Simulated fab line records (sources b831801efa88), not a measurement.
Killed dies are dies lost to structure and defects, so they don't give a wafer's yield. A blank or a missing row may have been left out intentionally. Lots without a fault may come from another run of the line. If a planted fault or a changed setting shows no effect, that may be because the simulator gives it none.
Matching of chambers ; flow gf180mcu ; rie diel-03 running GF_V3_ETCH_16: 4 sister chambers
The step etches BARC in N2/H2. 4 wafers are shown with their chamber, then 12 later ones without.

WAFERS WITH THEIR CHAMBER
wafer;chamber;oes product au (a.u.)
L082.4;3;0.854
L091.1;0;0.862
L091.2;1;0.853
L091.3;2;0.855

WAFERS WITH NO CHAMBER GIVEN
wafer;oes product au (a.u.)
L092.1;0.853
L092.2;0.860
L092.3;0.852
L092.4;0.854
L092.5;0.851
L092.6;0.855
L093.1;0.851
L093.2;0.848
L093.5;0.852
L095.1;0.857
L095.5;0.849
L095.6;0.854

WHICH CHAMBER EACH ONE RAN IN
wafer;from the rows above;in truth
L092.1;can't be placed: 1 or 3 or 2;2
L092.2;can't be placed: 0 or 2 or 3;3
L092.3;can't be placed: 1 or 3 or 2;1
L092.4;can't be placed: 3 or 1 or 2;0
L092.5;can't be placed: 1 or 3 or 2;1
L092.6;can't be placed: 2 or 3 or 1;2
L093.1;can't be placed: 1 or 3 or 2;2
L093.2;can't be placed: 1 or 3 or 2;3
L093.5;can't be placed: 1 or 3 or 2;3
L095.1;can't be placed: 2 or 3 or 1 or 0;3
L095.5;can't be placed: 1 or 3 or 2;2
L095.6;can't be placed: 3 or 1 or 2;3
0 of 12 placed correctly. Can't be placed from these rows: 12 (the true chamber is among the candidates in 11). Number placed wrongly: 0.
How it was worked out, from the rows above alone: a wafer's distance from a chamber is the root of the sum, over the readings, of the square of ((its reading less the chamber's mean) divided by the reading's scatter). The wafer belongs to the nearest chamber; if the next one is less than 2 further off, it can't be placed. A chamber's mean is the mean of its shown wafers. The scatter: root of mean squared gap, hidden wafer to nearest shown wafer, with one shown wafer a chamber.
